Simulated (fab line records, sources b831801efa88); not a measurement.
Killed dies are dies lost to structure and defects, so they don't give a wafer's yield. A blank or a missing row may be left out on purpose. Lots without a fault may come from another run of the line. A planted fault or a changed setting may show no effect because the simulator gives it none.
Which tool did it? | flow sky130 | 13 lots, 39 wafers sampled, at 2 steps of a route of 708

WHAT THE GAUGES READ, wafer by wafer
SKY_VIA3_CD_MEAS_12: target cd 200 nm.
lot  | measured     | on        | cd_nm (nm)
L207 | day 41 10:49 | cd_sem-01 | 201.4 199.6 199.9
L212 | day 41 11:27 | cd_sem-01 | 200.7 200.0 201.1
L210 | day 41 11:34 | cd_sem-01 | 201.0 200.7 201.5
L213 | day 41 11:48 | cd_sem-01 | 198.4 200.8 200.9
L214 | day 41 12:15 | cd_sem-01 | 200.9 201.1 199.1
L216 | day 42 07:22 | cd_sem-01 | 200.6 200.6 199.9
L215 | day 42 09:08 | cd_sem-02 | 202.9 201.0 201.3
L218 | day 43 10:07 | cd_sem-02 | 201.8 203.5 202.7
L217 | day 43 11:14 | cd_sem-01 | 201.1 202.0 201.2
L220 | day 43 11:28 | cd_sem-01 | 200.3 200.4 198.8
L219 | day 43 15:16 | cd_sem-01 | 199.7 200.4 200.2
L221 | day 44 09:58 | cd_sem-01 | 201.4 201.4 202.0
L230 | day 45 17:00 | cd_sem-02 | 197.9 198.5 199.3

SKY_VIA3_OVL_MEAS_13.
lot  | measured     | on         | VIA3_OVL (nm)
L207 | day 41 10:56 | overlay-02 | 0 2 4
L212 | day 41 11:34 | overlay-02 | -7 -4 1
L210 | day 41 11:41 | overlay-02 | -8 -5 -12
L213 | day 41 11:55 | overlay-01 | -2 -6 -8
L214 | day 41 12:22 | overlay-02 | -10 1 0
L216 | day 42 07:29 | overlay-02 | 4 -2 5
L215 | day 42 09:15 | overlay-01 | -10 -4 -5
L218 | day 43 10:14 | overlay-02 | 0 5 7
L217 | day 43 11:21 | overlay-02 | -10 -11 -6
L220 | day 43 11:34 | overlay-02 | -2 -1 3
L219 | day 43 15:23 | overlay-01 | 1 -3 4
L221 | day 44 10:05 | overlay-01 | 5 -9 -8
L230 | day 45 17:06 | overlay-02 | 2 -2 0

WHICH TOOL RAN EACH LOT (tool, then ch and the chambers of the sampled wafers, then the start)
The record holds no process step before these readings.

WHAT THE TOOLS THEMSELVES READ (means of the sampled wafers that have a number; where no wafer has one, the mark that the record gives instead)
The record holds no such reading with a usual standard deviation.

THE ANSWER, worked out from the rows above alone
Rule: what is usual is taken from the lots themselves. Put in order of their means at a reading, lots are off if they are a third of the lots or fewer, leave a main group of 4 or more, and stand apart from it by a gap of 3 or more times the standard deviation of the main group's means; of several such gaps the widest counts. A main group whose means are all the same, to the digits that the tables above print for the reading, isn't used. A lot without any number at a reading at which 4 lots or more have one is off too. The other lots that the step has rows for count as sound. The gauges are gone through in route order, then the tools' own readings, and for those a lot's mean is taken as printed above. The first step at which some lot is off is used, and at that step the reading that is off furthest; a lot without a number counts as furthest.
No lot is off at any reading shown: from this, nothing can be told.

WHAT THE SIMULATOR HAD PUT IN
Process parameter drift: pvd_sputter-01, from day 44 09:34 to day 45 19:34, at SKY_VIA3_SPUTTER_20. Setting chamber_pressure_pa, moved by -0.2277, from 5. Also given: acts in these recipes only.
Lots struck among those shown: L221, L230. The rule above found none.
